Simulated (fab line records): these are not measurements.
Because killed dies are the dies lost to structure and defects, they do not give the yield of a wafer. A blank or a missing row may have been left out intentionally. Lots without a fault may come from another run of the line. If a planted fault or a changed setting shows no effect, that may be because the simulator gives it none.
fab line records + flow gf180mcu
record:
- lots: 13
- wafers: 39
- lastDay: 34
route steps=602 shown DNWELL@39 PSD@258 CONTACT@309 M1@330
lots that met no fault: taken from a fault-free run of the same line
startH: the number of hours between the record's first day and the start of the first shown wafer of the lot + waitH: hours from the lot's prior step to this one + " identical to the entry in the row above + L1.1+2: one row covering several wafers at once + - no value, or no start given + * or withheld: withheld + < > ~ a bound
route shown NAME@n: NAME is a module with steps in the file, n the number in the route of the first one + usual: mean/standard deviation taken from wafers without a fault + same: alike in all rows + chamber/n: place in a boat + sites: per-site readings + _std_site: the standard deviation of these + _edge_site: outer sites' mean less inner sites' + radiusMm: for every site, how far away it sits from the centre of the wafer + mask NAME#n: copy n + behind: tool/chamber where the wafer was last shaped + hold: why the lot was held/for how many hours/how that ended + device: which transistor (n, p or np) failed to switch + end of line: the same wafers' tests at the end of the route + a step without rows: its recipe alone + killed: the dies lost at the first sort to structure and to defects; this is not the yield of the wafer + map: per-die view of a wafer (x killed, . not killed, _ where there is no die)
set.NAME: the setting as run; set.NAME@STEP: as run at that earlier step + model.NAME: the simulator's own value behind a step, which no gauge read
route steps across a sampled set of lots; one table per step, one row per wafer
services: from which hour (startH, from the record's first day; less than 0 if before it) a tool's chamber was out of use, for how many hours, and why
== steps ==
step: GF_DNWELL_IMPLANT_07
recipe:
- species: P
- energyKev: 1500
- doseCm2: 1e+13
- tiltDeg: 0
usual:
- beamOnS: 10.00/0.22
- endStationPressureTorr: 5.03e-06/2.7e-07
- faradayCurrentUA: 56.4/1.2
same:
- implantIonAmu: 31
| lot.wafer | tool         | chamber | startH | waitH | beamOnS | endStationPressureTorr | faradayCurrentUA |
|-----------|--------------|---------|--------|-------|---------|------------------------|------------------|
| L308.1    | implanter-04 | 0       | 43.43  | -     | 9.71    | 5.4e-06                | 58.2             |
| L308.3    | "            | 0       | "      | "     | 9.88    | 5.6e-06                | 57.0             |
| L308.5    | "            | 0       | "      | "     | 9.78    | 5.24e-06               | 57.5             |
| L309.1    | implanter-02 | 0       | 48.44  | -     | 9.89    | 5.33e-06               | 56.8             |
| L309.2    | "            | 0       | "      | "     | 10.26   | 4.73e-06               | 55.1             |
| L309.6    | "            | 0       | "      | "     | 10.39   | 4.98e-06               | 54.0             |
| L310.1    | implanter-04 | 0       | 52.98  | -     | 9.86    | 4.98e-06               | 57.2             |
| L310.3    | "            | 0       | "      | "     | 9.83    | 5.19e-06               | 56.8             |
| L310.4    | "            | 0       | "      | "     | 9.87    | 5.06e-06               | 57.1             |
| L314.2    | implanter-01 | 0       | 73.73  | -     | 10.09   | 5.3e-06                | 55.8             |
| L314.4    | "            | 0       | "      | "     | 10.17   | 5.16e-06               | 55.7             |
| L314.6    | "            | 0       | "      | "     | 10.21   | 4.43e-06               | 55.0             |
| L315.2    | implanter-04 | 0       | 79.51  | -     | 9.88    | 5.13e-06               | 56.9             |
| L315.4    | "            | 0       | "      | "     | 10.09   | 5.05e-06               | 56.0             |
| L315.5    | "            | 0       | "      | "     | 10.54   | 4.8e-06                | 53.3             |
| L317.2    | implanter-01 | 0       | 93.98  | -     | 9.83    | 5.18e-06               | 57.3             |
| L317.3    | "            | 0       | "      | "     | 10.41   | 5.06e-06               | 54.1             |
| L317.5    | "            | 0       | "      | "     | 10.20   | 4.65e-06               | 55.1             |
| L318.1    | implanter-04 | 0       | 103.28 | -     | 9.97    | 4.73e-06               | 56.7             |
| L318.3    | "            | 0       | "      | "     | 9.97    | 5.15e-06               | 56.6             |
| L318.5    | "            | 0       | "      | "     | 9.95    | 5.08e-06               | 56.6             |
| L324.3    | implanter-04 | 0       | 129.14 | -     | 12.42   | 0.00011116             | 46.0             |
| L324.5    | "            | 0       | "      | "     | 12.54   | 0.00011576             | 45.5             |
| L324.6    | "            | 0       | "      | "     | 12.70   | 0.00012055             | 44.7             |
| L325.1    | implanter-04 | 0       | 135.71 | -     | 12.91   | 0.00011714             | 44.3             |
| L325.2    | "            | 0       | "      | "     | 12.77   | 0.00012055             | 44.7             |
| L325.4    | "            | 0       | "      | "     | 12.49   | 0.00010986             | 45.6             |
| L326.3    | implanter-04 | 0       | 138.38 | -     | 12.74   | 0.00011803             | 44.9             |
| L326.4    | "            | 0       | "      | "     | 12.98   | 0.00012064             | 43.9             |
| L326.5    | "            | 0       | "      | "     | 12.27   | 0.00011518             | 46.2             |
| L327.3    | implanter-02 | 0       | 143.91 | -     | 10.25   | 5.1e-06                | 55.1             |
| L327.4    | "            | 0       | "      | "     | 9.82    | 5.39e-06               | 57.4             |
| L327.6    | "            | 0       | "      | "     | 9.95    | 5.11e-06               | 56.6             |
| L328.2    | implanter-02 | 0       | 149.06 | -     | 10.27   | 4.61e-06               | 55.0             |
| L328.3    | "            | 0       | "      | "     | 9.89    | 5.42e-06               | 57.2             |
| L328.4    | "            | 0       | "      | "     | 9.84    | 4.9e-06                | 57.2             |
| L329.2    | implanter-02 | 0       | 161.03 | -     | 10.12   | 5.03e-06               | 55.6             |
| L329.4    | "            | 0       | "      | "     | 10.06   | 4.95e-06               | 56.2             |
| L329.6    | "            | 0       | "      | "     | 9.85    | 4.85e-06               | 57.1             |
step: GF_DNWELL_TW_MEAS_09
usual:
- DNWELL_TW: 1357/10
| lot.wafer | tool         | chamber | startH | waitH | DNWELL_TW |
|-----------|--------------|---------|--------|-------|-----------|
| L308.1    | filmMetro-02 | -       | 43.68  | 0.1   | 1349      |
| L308.3    | "            | -       | "      | "     | 1341      |
| L308.5    | "            | -       | "      | "     | 1351      |
| L309.1    | filmMetro-01 | -       | 48.69  | 0.1   | 1369      |
| L309.2    | "            | -       | "      | "     | 1375      |
| L309.6    | "            | -       | "      | "     | 1382      |
| L310.1    | filmMetro-01 | -       | 53.23  | 0.1   | 1364      |
| L310.3    | "            | -       | "      | "     | 1368      |
| L310.4    | "            | -       | "      | "     | 1365      |
| L314.2    | filmMetro-01 | -       | 73.97  | 0.1   | 1369      |
| L314.4    | "            | -       | "      | "     | 1363      |
| L314.6    | "            | -       | "      | "     | 1367      |
| L315.2    | filmMetro-04 | -       | 79.74  | 0.1   | 1356      |
| L315.4    | "            | -       | "      | "     | 1362      |
| L315.5    | "            | -       | "      | "     | 1370      |
| L317.2    | filmMetro-04 | -       | 94.22  | 0.1   | 1363      |
| L317.3    | "            | -       | "      | "     | 1365      |
| L317.5    | "            | -       | "      | "     | 1368      |
| L318.1    | filmMetro-04 | -       | 103.53 | 0.1   | 1350      |
| L318.3    | "            | -       | "      | "     | 1356      |
| L318.5    | "            | -       | "      | "     | 1363      |
| L324.3    | filmMetro-04 | -       | 129.36 | 0.1   | 1466      |
| L324.5    | "            | -       | "      | "     | 1473      |
| L324.6    | "            | -       | "      | "     | 1473      |
| L325.1    | filmMetro-01 | -       | 135.96 | 0.1   | 1469      |
| L325.2    | "            | -       | "      | "     | 1471      |
| L325.4    | "            | -       | "      | "     | 1471      |
| L326.3    | filmMetro-02 | -       | 138.60 | 0.1   | 1456      |
| L326.4    | "            | -       | "      | "     | 1463      |
| L326.5    | "            | -       | "      | "     | 1458      |
| L327.3    | filmMetro-02 | -       | 144.13 | 0.1   | 1360      |
| L327.4    | "            | -       | "      | "     | 1363      |
| L327.6    | "            | -       | "      | "     | 1360      |
| L328.2    | filmMetro-04 | -       | 149.29 | 0.1   | 1353      |
| L328.3    | "            | -       | "      | "     | 1345      |
| L328.4    | "            | -       | "      | "     | 1343      |
| L329.2    | filmMetro-02 | -       | 161.27 | 0.1   | 1363      |
| L329.4    | "            | -       | "      | "     | 1355      |
| L329.6    | "            | -       | "      | "     | 1352      |
step: GF_PSD_STRIP_10
recipe:
- chemistry: O2/N2
- powerW: 1400
- pressureMtorr: 1500
- platenTempC: 250
- o2FlowSccm: 3000
- n2FlowSccm: 300
- overashFraction: 0.5
usual:
- drypumpMotorCurrentA: 5.7/0.47
- heaterPowerW: 323/22
- oesProductAu: 0.592/0.0044
- stripTimeToEndpointS: 16.53/0.036
| lot.wafer | tool           | chamber | startH | waitH | drypumpMotorCurrentA | heaterPowerW | oesProductAu | rfHoursCounterH | stripTimeToEndpointS |
|-----------|----------------|---------|--------|-------|----------------------|--------------|--------------|-----------------|----------------------|
| L308.1    | plasmaAsher-04 | 1       | 316.54 | 0.1   | 6.1                  | 327          | 0.586        | 60              | 16.47                |
| L308.3    | "              | 1       | "      | "     | 6.1                  | 344          | 0.587        | -               | 16.48                |
| L308.5    | "              | 1       | "      | "     | 6.1                  | 331          | 0.590        | -               | 16.52                |
| L309.1    | plasmaAsher-04 | 0       | 321.94 | 0.1   | 5.3                  | 315          | 0.595        | 60              | 16.58                |
| L309.2    | "              | 1       | "      | "     | 6.1                  | 338          | 0.599        | 60              | 16.62                |
| L309.6    | "              | 0       | "      | "     | 5.3                  | 319          | 0.585        | -               | 16.59                |
| L310.1    | plasmaAsher-04 | 1       | 330.85 | 0.1   | 6.1                  | 332          | 0.589        | 61              | 16.57                |
| L310.3    | "              | 0       | "      | "     | 5.3                  | 310          | 0.595        | -               | 16.57                |
| L310.4    | "              | 1       | "      | "     | 6.1                  | 333          | 0.596        | -               | 16.57                |
| L314.2    | plasmaAsher-03 | 1       | 364.34 | 0.1   | 6.4                  | 336          | 0.590        | 80              | 16.52                |
| L314.4    | "              | 0       | "      | "     | 5.5                  | 287          | 0.587        | -               | 16.51                |
| L314.6    | "              | 0       | "      | "     | 5.5                  | 291          | 0.583        | -               | 16.54                |
| L315.2    | plasmaAsher-04 | 0       | 377.78 | 0.1   | 5.3                  | 315          | 0.586        | 66              | 16.49                |
| L315.4    | "              | 0       | "      | "     | 5.3                  | 321          | 0.588        | -               | 16.51                |
| L315.5    | "              | 0       | "      | "     | 5.3                  | 310          | 0.586        | -               | 16.48                |
| L317.2    | plasmaAsher-04 | 0       | 392.13 | 0.1   | 5.3                  | 317          | 0.589        | 67              | 16.48                |
| L317.3    | "              | 0       | "      | "     | 5.3                  | 313          | 0.590        | -               | 16.51                |
| L317.5    | "              | 0       | "      | "     | 5.3                  | 309          | 0.588        | -               | 16.50                |
| L318.1    | plasmaAsher-01 | 1       | 409.58 | 0.1   | 6.0                  | 328          | 0.591        | 62              | 16.54                |
| L318.3    | "              | 0       | "      | "     | 4.7                  | 363          | 0.599        | -               | 16.53                |
| L318.5    | "              | 1       | "      | "     | 6.0                  | 324          | 0.590        | -               | 16.52                |
| L324.3    | plasmaAsher-04 | 0       | 454.47 | 0.1   | 5.3                  | 317          | 0.597        | -               | 16.59                |
| L324.5    | "              | 1       | "      | "     | 6.1                  | 332          | 0.592        | -               | 16.55                |
| L324.6    | "              | 0       | "      | "     | 5.3                  | 308          | 0.584        | -               | 16.56                |
| L325.1    | plasmaAsher-01 | 0       | 464.00 | 0.1   | 4.7                  | 367          | 0.588        | 68              | 16.53                |
| L325.2    | "              | 1       | "      | "     | 6.0                  | 331          | 0.592        | 68              | 16.50                |
| L325.4    | "              | 0       | "      | "     | 4.7                  | 360          | 0.599        | -               | 16.47                |
| L326.3    | plasmaAsher-03 | 0       | 467.88 | 0.1   | 5.6                  | 277          | 0.596        | -               | 16.51                |
| L326.4    | "              | 1       | "      | "     | 6.3                  | 329          | 0.595        | -               | 16.53                |
| L326.5    | "              | 1       | "      | "     | 6.3                  | 338          | 0.594        | -               | 16.55                |
| L327.3    | plasmaAsher-04 | 0       | 478.42 | 0.1   | 5.3                  | 317          | 0.591        | -               | 16.51                |
| L327.4    | "              | 1       | "      | "     | 6.1                  | 329          | 0.591        | -               | 16.55                |
| L327.6    | "              | 1       | "      | "     | 6.1                  | 339          | 0.589        | -               | 16.57                |
| L328.2    | plasmaAsher-04 | 1       | 484.08 | 0.1   | 6.1                  | 333          | 0.586        | 77              | 16.55                |
| L328.3    | "              | 0       | "      | "     | 5.3                  | 323          | 0.595        | -               | 16.51                |
| L328.4    | "              | 1       | "      | "     | 6.1                  | 348          | 0.594        | -               | 16.53                |
| L329.2    | plasmaAsher-03 | 1       | 503.98 | 0.1   | 6.4                  | 334          | 0.590        | 8               | 16.51                |
| L329.4    | "              | 0       | "      | "     | 5.5                  | 269          | 0.599        | -               | 16.49                |
| L329.6    | "              | 1       | "      | "     | 6.4                  | 327          | 0.592        | -               | 16.56                |
step: GF_CONTACT_SPUTTER_22
recipe:
- material: Ti
- targetThkNm: 15
- chamberPressurePa: 5.131
- powerW: 2500
- substrateTempC: 200
- timeS: 80.02
usual:
- throttleValvePct: 30.2/1.1
| lot.wafer | tool          | chamber | startH | waitH | throttleValvePct |
|-----------|---------------|---------|--------|-------|------------------|
| L308.1    | pvdSputter-02 | -       | 362.85 | 0.0   | 31.7             |
| L308.3    | "             | -       | "      | "     | 29.1             |
| L308.5    | "             | -       | "      | "     | 29.0             |
| L309.1    | pvdSputter-04 | -       | 366.15 | 0.0   | 31.1             |
| L309.2    | "             | -       | "      | "     | 29.1             |
| L309.6    | "             | -       | "      | "     | 29.2             |
| L310.1    | pvdSputter-03 | -       | 377.16 | 0.0   | 32.5             |
| L310.3    | "             | -       | "      | "     | 28.4             |
| L310.4    | "             | -       | "      | "     | 29.7             |
| L314.2    | pvdSputter-04 | -       | 411.94 | 0.0   | 30.0             |
| L314.4    | "             | -       | "      | "     | 31.2             |
| L314.6    | "             | -       | "      | "     | 30.0             |
| L315.2    | pvdSputter-02 | -       | 426.35 | 0.0   | 31.7             |
| L315.4    | "             | -       | "      | "     | 30.5             |
| L315.5    | "             | -       | "      | "     | 31.9             |
| L317.2    | pvdSputter-02 | -       | 441.64 | 0.0   | 30.6             |
| L317.3    | "             | -       | "      | "     | 30.7             |
| L317.5    | "             | -       | "      | "     | 30.5             |
| L318.1    | pvdSputter-04 | -       | 459.36 | 0.0   | 28.8             |
| L318.3    | "             | -       | "      | "     | 31.0             |
| L318.5    | "             | -       | "      | "     | 29.9             |
| L324.3    | pvdSputter-04 | -       | 505.04 | 0.0   | 28.6             |
| L324.5    | "             | -       | "      | "     | 29.9             |
| L324.6    | "             | -       | "      | "     | 29.9             |
| L325.1    | pvdSputter-02 | -       | 514.43 | 0.0   | 29.0             |
| L325.2    | "             | -       | "      | "     | 30.4             |
| L325.4    | "             | -       | "      | "     | 32.1             |
| L326.3    | pvdSputter-03 | -       | 517.55 | 0.0   | 30.1             |
| L326.4    | "             | -       | "      | "     | 28.3             |
| L326.5    | "             | -       | "      | "     | 28.3             |
| L327.3    | pvdSputter-03 | -       | 527.58 | 0.0   | 32.2             |
| L327.4    | "             | -       | "      | "     | 30.0             |
| L327.6    | "             | -       | "      | "     | 28.3             |
| L328.2    | pvdSputter-02 | -       | 532.78 | 0.0   | 29.2             |
| L328.3    | "             | -       | "      | "     | 30.5             |
| L328.4    | "             | -       | "      | "     | 31.7             |
| L329.2    | pvdSputter-03 | -       | 552.64 | 0.0   | 32.4             |
| L329.4    | "             | -       | "      | "     | 29.8             |
| L329.6    | "             | -       | "      | "     | 32.3             |
step: GF_M1_OVL_MEAS_15
usual:
- M1_OVL: 0/6.6
| lot.wafer | tool       | chamber | startH | waitH | M1_OVL[nm] |
|-----------|------------|---------|--------|-------|------------|
| L308.1    | overlay-02 | -       | 386.62 | 0.1   | 8          |
| L308.3    | "          | -       | "      | "     | 2          |
| L308.5    | "          | -       | "      | "     | 1          |
| L309.1    | overlay-02 | -       | 389.47 | 0.1   | 9          |
| L309.2    | "          | -       | "      | "     | 7          |
| L309.6    | "          | -       | "      | "     | 11         |
| L310.1    | overlay-02 | -       | 399.71 | 0.1   | 0          |
| L310.3    | "          | -       | "      | "     | -2         |
| L310.4    | "          | -       | "      | "     | 4          |
| L314.2    | overlay-02 | -       | 436.82 | 0.1   | -4         |
| L314.4    | "          | -       | "      | "     | 0          |
| L314.6    | "          | -       | "      | "     | -7         |
| L315.2    | overlay-02 | -       | 451.82 | 0.1   | 5          |
| L315.4    | "          | -       | "      | "     | 9          |
| L315.5    | "          | -       | "      | "     | 8          |
| L317.2    | overlay-02 | -       | 466.43 | 0.1   | 16         |
| L317.3    | "          | -       | "      | "     | 4          |
| L317.5    | "          | -       | "      | "     | 3          |
| L318.1    | overlay-02 | -       | 484.50 | 0.1   | 4          |
| L318.3    | "          | -       | "      | "     | 0          |
| L318.5    | "          | -       | "      | "     | -6         |
| L324.3    | overlay-01 | -       | 529.23 | 0.1   | -6         |
| L324.5    | "          | -       | "      | "     | -5         |
| L324.6    | "          | -       | "      | "     | -11        |
| L325.1    | overlay-01 | -       | 538.26 | 0.1   | 2          |
| L325.2    | "          | -       | "      | "     | -9         |
| L325.4    | "          | -       | "      | "     | -4         |
| L326.3    | overlay-01 | -       | 540.88 | 0.1   | 8          |
| L326.4    | "          | -       | "      | "     | 4          |
| L326.5    | "          | -       | "      | "     | 6          |
| L327.3    | overlay-02 | -       | 550.78 | 0.1   | -9         |
| L327.4    | "          | -       | "      | "     | -15        |
| L327.6    | "          | -       | "      | "     | -8         |
| L328.2    | overlay-01 | -       | 556.43 | 0.1   | 1          |
| L328.3    | "          | -       | "      | "     | 4          |
| L328.4    | "          | -       | "      | "     | -1         |
| L329.2    | overlay-01 | -       | 575.13 | 0.1   | 0          |
| L329.4    | "          | -       | "      | "     | 0          |
| L329.6    | "          | -       | "      | "     | -8         |
== services ==
| tool           | chamber | startH | hours | kind   |
|----------------|---------|--------|-------|--------|
| pvdSputter-03  | -       | 46.63  | 1.5   | repair |
| implanter-02   | -       | 59.76  | 2.4   | repair |
| pvdSputter-03  | -       | 87.60  | 2.8   | repair |
| pvdSputter-03  | -       | 88.69  | 1.8   | repair |
| implanter-04   | -       | 93.25  | 5.4   | pm     |
| pvdSputter-04  | -       | 126.93 | 1.8   | repair |
| implanter-04   | -       | 136.06 | 1.4   | repair |
| implanter-02   | -       | 170.59 | 11.1  | pm     |
| pvdSputter-02  | -       | 214.53 | 9.2   | repair |
| pvdSputter-03  | -       | 217.35 | 1.5   | repair |
| pvdSputter-04  | -       | 286.72 | 2.6   | repair |
| implanter-04   | -       | 291.11 | 10.7  | repair |
| implanter-04   | -       | 299.93 | 1.7   | repair |
| implanter-02   | -       | 300.41 | 1.9   | repair |
| plasmaAsher-04 | -       | 301.47 | 2.8   | pm     |
| pvdSputter-02  | -       | 303.90 | 2.3   | repair |
| pvdSputter-03  | -       | 312.63 | 3.2   | repair |
| implanter-04   | -       | 342.36 | 4.3   | pm     |
| implanter-02   | -       | 363.28 | 28.5  | repair |
| implanter-02   | -       | 383.48 | 0.7   | repair |
| pvdSputter-03  | -       | 426.13 | 11.6  | repair |
| pvdSputter-02  | -       | 427.86 | 6.2   | repair |
| implanter-04   | -       | 441.02 | 3.5   | pm     |
| implanter-04   | -       | 450.38 | 17.9  | pm     |
== key ==
firstSign:
- step: GF_DNWELL_IMPLANT_07
- reading: endStationPressureTorr
- direction: up
- sigmas: 99+
- usual: 5.03e-06
- struck: 0.00011654
effect:
- step: GF_DNWELL_IMPLANT_07
- reading: beamOnS
- direction: up
- sigmas: 12
- usual: 10.00
- struck: 12.65
effect:
- step: GF_DNWELL_TW_MEAS_09
- reading: DNWELL_TW
- direction: up
- sigmas: 11
- usual: 1357
- struck: 1467
metAt GF_DNWELL_IMPLANT_07
struckLots L324,L325,L326
testerLeftOut L324,L325,L326
notActingAt GF_PSD_STRIP_10,GF_CONTACT_SPUTTER_22,GF_M1_OVL_MEAS_15
onsetBetween 103.28 129.14
fault:
- kind: processParameterDrift
- tool: implanter-04
- chamber: -
- onsetH: 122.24
- steps: GF_DNWELL_IMPLANT_07
- channel: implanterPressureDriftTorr
- offset: 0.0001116
- shape: step
- endH: 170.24
fault:
- kind: processParameterDrift
- tool: implanter-04
- chamber: -
- onsetH: 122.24
- steps: GF_DNWELL_IMPLANT_07
- channel: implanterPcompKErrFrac
- offset: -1
- shape: step
- endH: 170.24
testerLeftOut: of these lots the tester's yield and bins aren't shown, on N5 and GAA mostly nor the transistor test; their killed dies are dies lost to structure and defects alone, not to doping, threshold or leakage, so they don't give the yield
